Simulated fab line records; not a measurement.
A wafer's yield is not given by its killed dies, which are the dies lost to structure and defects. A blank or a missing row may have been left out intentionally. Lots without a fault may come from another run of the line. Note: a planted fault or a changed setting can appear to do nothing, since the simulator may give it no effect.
One fault seen from 2 desks | flow sfq_line | every desk sees just its own numbers, and what lay behind them comes last

== FROM THE METROLOGY DESK ==
What the gauges read for every lot (on any tool): the sampled wafers with a number, averaged. Any lot whose mean is over 4 standard deviations away from the usual mean is out of limits and marked OUT; that distance is given in the brackets.
Columns: A = I6_BOW at SFQ_I6_BOW_MEAS_941, usual 6 um; B = I6_OVL at SFQ_I6_OVL_MEAS_942, usual 0 nm
lot  | first seen here | A   | B
L403 | day 77 18:08    | 10  | -7
L410 | day 78 12:22    | -5  | 2
L421 | day 80 11:50    | 16  | -1
L422 | day 80 19:37    | -15 | 11
L423 | day 80 21:14    | -11 | 6
L424 | day 81 03:12    | 21  | -1
This desk's verdict: no lot among the 6 shows anything out of limits.

== THE TOOL OWNER'S DESK: rie_diel-04 ==
The tool's own readings at SFQ_TRILAYER_I6_VIA_BARC_OPEN_VIA_ETCH_235 (etches BARC in O2, target depth 125 nm, time 41.7 s): means of the sampled wafers that have a number, for each lot that ran on this tool. Any lot whose mean is over 4 standard deviations away from the usual mean is out of limits and marked OUT; that distance is given in the brackets.
Columns: A = drypump_motor_current_A at SFQ_TRILAYER_I6_VIA_BARC_OPEN_VIA_ETCH_235, usual 5.9 A; B = oes_product_au at SFQ_TRILAYER_I6_VIA_BARC_OPEN_VIA_ETCH_235, usual 0.685 a.u.; C = run_length_s at SFQ_TRILAYER_I6_VIA_BARC_OPEN_VIA_ETCH_235, usual 69.8 s
lot  | first seen here | A   | B               | C
L403 | day 78 08:11    | 5.8 | 0.689           | 69.6
L421 | day 84 17:02    | 5.8 | 0.898 (+53) OUT | 57.9 (-30) OUT
L422 | day 84 21:50    | 6.2 | 0.890 (+51) OUT | 57.9 (-30) OUT
Finding of this desk: L421, L422 out of limits; the first was L421 at day 84 17:02, on oes_product_au at SFQ_TRILAYER_I6_VIA_BARC_OPEN_VIA_ETCH_235. L403 stayed within limits.

== PUT TOGETHER ==
The tool owner's desk had the chance to raise an alarm at day 84 17:02 on L421, L422.
Metrology desk: nothing out of limits seen.
The metrology desk has L421, L422 on record, within its limits.
The lots listed all ran SFQ_TRILAYER_I6_VIA_BARC_OPEN_VIA_ETCH_235 on rie_diel-04.

== WHAT THE SIMULATOR HAD PUT IN ==
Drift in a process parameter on rie_diel-04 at SFQ_TRILAYER_I6_VIA_BARC_OPEN_VIA_ETCH_235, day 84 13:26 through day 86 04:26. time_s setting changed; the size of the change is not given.
Lots struck among those shown: L421, L422.
Delay in hours, fault start to first out-of-limits reading, by desk: the tool owner's desk at 4.
